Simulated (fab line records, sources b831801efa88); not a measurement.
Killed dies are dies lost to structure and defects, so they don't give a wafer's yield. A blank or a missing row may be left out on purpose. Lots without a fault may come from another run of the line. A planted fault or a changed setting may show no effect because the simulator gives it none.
Chamber matching | flow sky130 | SKY_LI_CONTACT_CMP_24 on cmp-02: 4 sister chambers
The step polishes, stops on PSG, t overpolish 20 s, target thk 0 nm. 8 wafers are shown with their chamber, then 7 later ones without.

WAFERS WITH THEIR CHAMBER
wafer  | chamber | motor_current_A (A) | time_to_endpoint_s (s)
L677.2 | 1       | 12.4                | 94
L678.2 | 0       | 11.5                | 92
L678.6 | 2       | 11.8                | 96
L683.2 | 3       | 10.3                | 105
L683.3 | 2       | 11.5                | 102
L683.6 | 1       | 12.6                | 99
L684.4 | 3       | 10.3                | 99
L684.5 | 0       | 11.1                | 94

WAFERS WITHOUT THEIR CHAMBER
wafer  | motor_current_A (A) | time_to_endpoint_s (s)
L684.6 | 12.9                | 94
L685.1 | 10.7                | 98
L685.3 | 12.2                | 96
L685.6 | 12.1                | 93
L690.2 | 11.0                | 94
L690.5 | 11.3                | 95
L690.6 | 9.7                 | 104

WHICH CHAMBER EACH WENT THROUGH
wafer  | from the rows above          | in truth
L684.6 | 1                            | 1
L685.1 | can't be placed: 3 or 0      | 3
L685.3 | can't be placed: 1 or 2      | 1
L685.6 | can't be placed: 1 or 2 or 0 | 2
L690.2 | 0                            | 0
L690.5 | can't be placed: 0 or 2      | 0
L690.6 | 3                            | 3
Placed correctly: 3 of 7. Can't be placed from these rows: 4 (the true chamber is among the candidates in 4). Placed wrongly: 0.
How it was worked out, from the rows above alone: a wafer's distance from a chamber is the root of the sum, over the readings, of the square of ((its reading less the chamber's mean) divided by the reading's scatter). The wafer belongs to the nearest chamber; if the next one is less than 2 further off, it can't be placed. A chamber's mean is the mean of its shown wafers. The scatter: the root of (the sum of the squares of (reading less its chamber's mean) over the shown wafers, divided by (wafers less chambers)).
